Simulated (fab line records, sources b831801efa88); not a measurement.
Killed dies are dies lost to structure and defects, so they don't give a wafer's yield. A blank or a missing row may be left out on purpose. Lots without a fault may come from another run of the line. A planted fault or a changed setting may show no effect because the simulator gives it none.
Which tool did it? | flow gf180mcu | 11 lots, 33 wafers sampled, at 5 steps of a route of 602

WHAT THE GAUGES READ, wafer by wafer
GF_V5_THK_MEAS_03. Usual: V5_CVD_02_THK 1452 nm, standard deviation 22.
lot  | measured     | on            | V5_CVD_02_THK (nm) | flag
L998 | day 26 14:13 | film_metro-01 | 1437 1447 1461     |
L101 | day 27 11:17 | film_metro-03 | 1466 1458 1486     |
L113 | day 31 02:46 | film_metro-03 | 1428 1464 1438     |
L114 | day 31 13:34 | film_metro-02 | 1436 1464 1442     |
L115 | day 31 16:56 | film_metro-01 | 1443 1458 1455     |
L117 | day 32 04:56 | film_metro-01 | 1457 1462 1466     |
L119 | day 32 14:27 | film_metro-01 | 1464 1470 1444     |
L120 | day 32 21:24 | film_metro-01 | 1426 1437 1445     |

WHICH TOOL RAN EACH LOT (tool, then ch and the chambers of the sampled wafers, then the start)
lot  | GF_MIM_SPUTTER_08            | GF_MIM_SPUTTER_09            | GF_M5_METAL_ETCH_10               | GF_M5_STRIP_11
L998 | pvd_sputter-02, day 24 17:55 | pvd_sputter-02, day 24 17:56 | rie_metal-04 ch 0,1, day 26 13:11 | plasma_asher-02 ch 0, day 26 13:19
L101 | pvd_sputter-01, day 25 17:58 | pvd_sputter-01, day 25 17:59 | rie_metal-02 ch 0,1, day 27 10:23 | plasma_asher-01 ch 0,1, day 27 10:31
L106 | pvd_sputter-02, day 27 16:26 | pvd_sputter-02, day 27 16:28 | rie_metal-04 ch 0, day 29 07:17   | plasma_asher-01 ch 0,1, day 29 07:25
L107 | pvd_sputter-02, day 27 20:20 | pvd_sputter-02, day 27 20:21 | rie_metal-01 ch 0,1, day 29 10:20 | plasma_asher-03 ch 0,1, day 29 10:27
L108 | pvd_sputter-02, day 28 09:13 | pvd_sputter-02, day 28 09:14 | rie_metal-04 ch 0, day 29 23:49   | plasma_asher-03 ch 0,1, day 30 00:04
L113 | pvd_sputter-02, day 29 12:23 | pvd_sputter-02, day 29 12:24 | rie_metal-02 ch 1, day 31 01:44   | plasma_asher-02 ch 0,1, day 31 01:57
L114 | pvd_sputter-04, day 30 00:26 | pvd_sputter-04, day 30 00:28 | rie_metal-04 ch 0,1, day 31 12:41 | plasma_asher-03 ch 0,1, day 31 12:49
L115 | pvd_sputter-04, day 30 03:53 | pvd_sputter-04, day 30 03:55 | rie_metal-04 ch 0,1, day 31 16:03 | plasma_asher-03 ch 0,1, day 31 16:10
L117 | pvd_sputter-01, day 30 16:59 | pvd_sputter-01, day 30 17:01 | rie_metal-02 ch 0,1, day 32 04:05 | plasma_asher-02 ch 0,1, day 32 04:12
L119 | pvd_sputter-02, day 31 02:13 | pvd_sputter-02, day 31 02:14 | rie_metal-02 ch 0,1, day 32 13:35 | plasma_asher-03 ch 0,1, day 32 13:42
L120 | pvd_sputter-02, day 31 10:36 | pvd_sputter-02, day 31 10:38 | rie_metal-04 ch 0,1, day 32 20:29 | plasma_asher-03 ch 0,1, day 32 20:37
- GF_MIM_SPUTTER_08: material AlCu, target thk 200 nm, time 10.6 s.
- GF_MIM_SPUTTER_09: material TiN, target thk 35 nm, time 29.2 s.
- GF_M5_METAL_ETCH_10: etches the open film in Cl2/BCl3, stops on SiO2, target depth 750.8 nm, time 125.1 s.
- GF_M5_STRIP_11: strips in O2/N2.

WHAT THE TOOLS THEMSELVES READ (means of the sampled wafers that have a number; where no wafer has one, the mark that the record gives instead)
GF_MIM_SPUTTER_08. Usual: throttle_valve_pct 30.2 %, standard deviation 1.1.
lot  | tool           | throttle_valve_pct (%) | flag
L998 | pvd_sputter-02 | 30.5                   |
L101 | pvd_sputter-01 | 31.0                   |
L106 | pvd_sputter-02 | 30.1                   |
L107 | pvd_sputter-02 | 30.7                   |
L108 | pvd_sputter-02 | 30.0                   |
L113 | pvd_sputter-02 | 30.6                   |
L114 | pvd_sputter-04 | 30.1                   |
L115 | pvd_sputter-04 | 29.6                   |
L117 | pvd_sputter-01 | 30.8                   |
L119 | pvd_sputter-02 | 30.0                   |
L120 | pvd_sputter-02 | 30.7                   |

GF_MIM_SPUTTER_09. Usual: throttle_valve_pct 30.2 %, standard deviation 1.1.
lot  | tool           | throttle_valve_pct (%) | flag
L998 | pvd_sputter-02 | 30.5                   |
L101 | pvd_sputter-01 | 30.9                   |
L106 | pvd_sputter-02 | 29.9                   |
L107 | pvd_sputter-02 | 30.8                   |
L108 | pvd_sputter-02 | 29.8                   |
L113 | pvd_sputter-02 | 30.6                   |
L114 | pvd_sputter-04 | 30.0                   |
L115 | pvd_sputter-04 | 29.6                   |
L117 | pvd_sputter-01 | 30.7                   |
L119 | pvd_sputter-02 | 30.0                   |
L120 | pvd_sputter-02 | 30.8                   |

GF_M5_METAL_ETCH_10. Usual: bcl3_flow_sccm 40.00 sccm, standard deviation 0.12; bias_w 139.9 W, standard deviation 0.43; drypump_motor_current_A 5.7 A, standard deviation 0.3; oes_product_au 0.993 a.u., standard deviation 0.0061; rf_fwd_power_W 795.7 W, standard deviation 2.6; throttle_valve_pct 28.228 %, standard deviation 0.0094.
lot  | tool         | bcl3_flow_sccm (sccm) | bias_w (W) | drypump_motor_current_A (A) | oes_product_au (a.u.) | rf_fwd_power_W (W) | throttle_valve_pct (%) | flag
L998 | rie_metal-04 | 39.98                 | 140.1      | 5.6                         | 0.999                 | 794.9              | 28.226                 |
L101 | rie_metal-02 | 39.95                 | 139.9      | 5.4                         | 0.990                 | 800.6              | 28.236                 |
L106 | rie_metal-04 | -                     | -          | -                           | -                     | -                  | -                      | OFF
L107 | rie_metal-01 | -                     | -          | -                           | -                     | -                  | -                      | OFF
L108 | rie_metal-04 | -                     | -          | -                           | -                     | -                  | -                      | OFF
L113 | rie_metal-02 | 40.16                 | 140.3      | 5.6                         | 0.994                 | 795.5              | 28.229                 |
L114 | rie_metal-04 | 40.16                 | 140.0      | 5.6                         | 0.999                 | 797.3              | 28.222                 |
L115 | rie_metal-04 | 40.00                 | 140.0      | 5.9                         | 0.990                 | 794.6              | 28.229                 |
L117 | rie_metal-02 | 39.91                 | 139.8      | 5.5                         | 0.994                 | 797.0              | 28.233                 |
L119 | rie_metal-02 | 40.00                 | 140.1      | 5.5                         | 0.986                 | 796.9              | 28.233                 |
L120 | rie_metal-04 | 40.07                 | 139.7      | 5.7                         | 0.992                 | 793.7              | 28.236                 |

GF_M5_STRIP_11. Usual: drypump_motor_current_A 5.9 A, standard deviation 0.53; heater_power_w 357 W, standard deviation 29; oes_product_au 0.522 a.u., standard deviation 0.0051; platen_temp_c 250.00 C, standard deviation 0.2; strip_time_to_endpoint_s 7.03 s, standard deviation 0.049.
lot  | tool            | drypump_motor_current_A (A) | heater_power_w (W) | oes_product_au (a.u.) | platen_temp_c (C) | strip_time_to_endpoint_s (s) | flag
L998 | plasma_asher-02 | 5.6                         | 315                | 0.524                 | 249.84            | 7.01                         |
L101 | plasma_asher-01 | 5.3                         | 364                | 0.524                 | 249.68            | 7.03                         |
L106 | plasma_asher-01 | 5.4                         | 337                | 0.642                 | 250.02            | 9.96                         | OFF
L107 | plasma_asher-03 | 6.4                         | 359                | 0.641                 | 250.12            | 9.95                         | OFF
L108 | plasma_asher-03 | 6.6                         | 370                | 0.647                 | 250.07            | 9.99                         | OFF
L113 | plasma_asher-02 | 5.5                         | 374                | 0.518                 | 249.70            | 7.02                         |
L114 | plasma_asher-03 | 6.6                         | 359                | 0.526                 | 250.02            | 7.06                         |
L115 | plasma_asher-03 | 6.6                         | 362                | 0.524                 | 250.05            | 7.06                         |
L117 | plasma_asher-02 | 5.5                         | 368                | 0.521                 | 249.95            | 7.03                         |
L119 | plasma_asher-03 | 6.4                         | 359                | 0.524                 | 249.84            | 7.06                         |
L120 | plasma_asher-03 | 6.4                         | 367                | 0.522                 | 249.81            | 7.03                         |

THE ANSWER, worked out from the rows above alone
Rule: a lot is off if the mean of its wafers that have a number lies more than 3 standard deviations from the usual mean. A lot without any number at a reading at which 4 lots or more have one is off too. The other lots that the step has rows for count as sound. The gauges are gone through in route order, then the tools' own readings, and for those a lot's mean is taken as printed above. The first step at which some lot is off is used, and at that step the reading that is off furthest; a lot without a number counts as furthest.
Off: L106, L107, L108, at GF_M5_METAL_ETCH_10 (bcl3_flow_sccm). Without a number there: L106, L107, L108.
A tool fits if, at that step or a process step before it, it ran every lot that is off, and no sound lot after the first of them. None of those tried fits.

WHAT THE SIMULATOR HAD PUT IN
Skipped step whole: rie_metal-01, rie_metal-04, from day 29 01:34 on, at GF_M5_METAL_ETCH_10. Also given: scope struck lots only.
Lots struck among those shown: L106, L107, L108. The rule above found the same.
